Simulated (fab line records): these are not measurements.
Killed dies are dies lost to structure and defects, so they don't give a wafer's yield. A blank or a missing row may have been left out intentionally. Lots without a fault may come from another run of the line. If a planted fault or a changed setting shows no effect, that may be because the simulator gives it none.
Split-lot study	flow sky130	23 wafers read from 5 lots, route of 708 steps

## ABOUT THE SPLIT
At SKY_POLY_CUT_COAT_03 (resist thk 450 nm), the setting spin-rpm was moved away from the recipe's 3000 rpm on 5 of the 23 wafers read, by -5.4% to +5.8%. For the rest of the wafers, this setting stayed at what the recipe calls for.

The file shows no step between the split and the reading.

## THE READING
KrF-thick_of_POLY_CUT_COAT_03.thk-nm (the simulator's own value, which no gauge read), in nm, at SKY_POLY_CUT_ETCH_10 (etches BARC in N2/H2, stops on SiO2, time 45.9 s, target depth 60 nm). The file gives no usual value for it. Average 408.6 nm, standard deviation 1.6 nm, over the 18 wafers here run with the recipe.

wafer	tool, chamber at the split	spin-rpm as run, rpm	against the recipe	KrF-thick_of_POLY_CUT_COAT_03.thk-nm, nm	against lot-mates on the recipe
L074.2	litho-track-04, 0	3000	recipe	411.1	-
L074.3	litho-track-04, 0	3000	recipe	409.4	-
L074.4	litho-track-04, 0	3000	recipe	409.7	-
L075.1	litho-track-01, 0	2839	-5.4%	419.2	+11.5
L075.2	litho-track-01, 0	3000	recipe	406.7	-
L075.3	litho-track-01, 0	3000	recipe	407.2	-
L075.5	litho-track-01, 0	2839	-5.4%	420.9	+13.2
L075.6	litho-track-01, 0	3000	recipe	409.1	-
L080.1	litho-track-02, 0	3174	+5.8%	396	-14.5
L080.2	litho-track-02, 0	3174	+5.8%	397.1	-13.4
L080.3	litho-track-02, 0	3000	recipe	408.7	-
L080.4	litho-track-02, 0	3000	recipe	412.3	-
L080.5	litho-track-02, 0	3174	+5.8%	399.2	-11.3
L083.1	litho-track-04, 0	3000	recipe	408.2	-
L083.2	litho-track-04, 0	3000	recipe	405.3	-
L083.3	litho-track-04, 0	3000	recipe	408.4	-
L083.5	litho-track-04, 0	3000	recipe	407.6	-
L083.6	litho-track-04, 0	3000	recipe	407.2	-
L085.1	litho-track-04, 0	3000	recipe	409.7	-
L085.2	litho-track-04, 0	3000	recipe	408.5	-
L085.3	litho-track-04, 0	3000	recipe	407.8	-
L085.4	litho-track-04, 0	3000	recipe	409.9	-
L085.6	litho-track-04, 0	3000	recipe	408.4	-

THE FIT
A straight line over all 23 wafers: KrF-thick_of_POLY_CUT_COAT_03.thk-nm changes by -2.01 nm for each +1% of spin-rpm; r = -0.96; the points scatter about the line by 1.6 nm.
The same after taking each lot's own level away (the mean of its wafers on the recipe; 23 wafers): -2.27 nm for each +1%; r = -0.98; scatter 1.1 nm.
The reading moves by 13 nm for the largest change in spin-rpm, on that fit.
The lots' own levels span 407.34 to 410.50 nm, that is 2.0 times the standard deviation above.
In other words, the slope is changed by the lot-to-lot level; the two fits disagree.
Check: -12.7 nm against its lot-mates is what the line predicts for one of the wafers moved furthest among these (+5.8%) when that wafer is left out of the fit. Against them it came out at -14.5 nm.

## ADDITIONAL SPLITS CARRIED BY THESE WAFERS
Note: prior to the reading, these wafers also went through further splits. Each is held against what the fit with the lots' levels taken away leaves over:
other split on the same wafers	wafers away from the commonest value	r with KrF-thick_of_POLY_CUT_COAT_03.thk-nm (lot level and that fit taken away)
SKY_LDD_HVP_COAT_02 resist-thk-nm	9	+0.09
SKY_LDD_LDN_COAT_02 resist-thk-nm	8	+0.02
SKY_LDD_LDN_IMPLANT_08 energy-kev	6	+0.45

## THE WHOLE CHAIN: every reading that the file lists as answering this split, in the file's order
step	what it does	reading	change (the file's fit)	r (the file's)
SKY_POLY_CUT_COAT_03	resist thk 450 nm	KrF-thick_of_POLY_CUT_COAT_03.thk-nm (the simulator's own value, which no gauge read)	-2.15 nm for each +1% of the setting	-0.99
SKY_POLY_CUT_ETCH_10	etches BARC in N2/H2, stops on SiO2, time 45.9 s, target depth 60 nm	KrF-thick_of_POLY_CUT_COAT_03.thk-nm (the simulator's own value, which no gauge read)	-2.28 nm for each +1% of the setting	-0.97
SKY_POLY_CUT_STRIP_12	strips in O2/N2	strip-time-to-endpoint-s	withheld for each +1% of the setting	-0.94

## THE FILE'S OWN FIT
KrF-thick_of_POLY_CUT_COAT_03.thk-nm changes by -2.28 nm for each +1% of spin-rpm, r = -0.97.
